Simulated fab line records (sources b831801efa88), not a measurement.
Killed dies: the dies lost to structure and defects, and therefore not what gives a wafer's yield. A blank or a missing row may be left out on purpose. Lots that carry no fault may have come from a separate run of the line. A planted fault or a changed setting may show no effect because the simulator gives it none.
The tool behind it: which one? | flow gf180mcu | 12 lots with 36 wafers sampled at 2 steps, on a route of 602 steps

WHAT EACH GAUGE READ, for each wafer
GF_HV_LDD_TW_MEAS_11.
lot  | measured     | on           | HV_LDD_TW
L075 | day 10 08:24 | filmMetro-02 | 2435 2416 2436
L077 | day 10 22:22 | filmMetro-03 | 2391 2395 2395
L079 | day 11 14:14 | filmMetro-03 | 2397 2402 2397
L081 | day 12 01:48 | filmMetro-01 | 2428 2436 2434
L083 | day 12 21:32 | filmMetro-03 | 2381 2382 2375
L085 | day 13 10:30 | filmMetro-01 | 2433 2435 2435
L087 | day 13 22:54 | filmMetro-01 | 2431 2419 2434
L089 | day 14 11:55 | filmMetro-01 | 2431 2422 2417
L091 | day 15 08:24 | filmMetro-01 | 2458 2450 2448
L093 | day 15 22:20 | filmMetro-01 | 2452 2451 2448
L095 | day 16 11:11 | filmMetro-03 | 2380 2382 2391
L097 | day 17 06:21 | filmMetro-02 | 2407 2426 2414

WHICH TOOL RAN EACH LOT (tool, then ch and the chambers of the sampled wafers, then the start)
lot  | GF_POLY_GATE_ETCH_12
L075 | rieDiel-02 ch 2,3, day 9 12:25
L077 | rieDiel-01 ch 0,2,3, day 10 02:15
L079 | rieDiel-04 ch 0,1, day 10 17:49
L081 | rieDiel-02 ch 0,1,3, day 11 05:19
L083 | rieDiel-04 ch 0,3, day 12 00:00
L085 | rieDiel-04 ch 0,2,3, day 12 12:25
L087 | rieDiel-04 ch 0,2,3, day 13 01:22
L089 | rieDiel-01 ch 0,1,3, day 13 12:49
L091 | rieDiel-01 ch 0,1,2, day 14 08:12
L093 | rieDiel-02 ch 0,1, day 14 22:34
L095 | rieDiel-04 ch 1,2,3, day 15 11:22
L097 | rieDiel-04 ch 0,2,3, day 16 06:12
- GF_POLY_GATE_ETCH_12: etches BARC in N2/H2.

THE ANSWER, worked out from the rows above alone
Rule: what is usual is taken from the lots themselves. Put in order of their means at a reading, lots are off if they are a third of the lots or fewer, leave a main group of 4 or more, and stand apart from it by a gap of 3 or more times the standard deviation of the main group's means; of several such gaps the widest counts. The tables above print the reading to a certain number of digits; a main group whose means all agree to those digits is not used. Also off: a lot with no number at a reading for which 4 or more lots have one. All remaining lots with rows at the step are treated as sound.
No lot is off at any reading shown: from this, nothing can be told.

WHAT THE SIMULATOR HAD PUT IN
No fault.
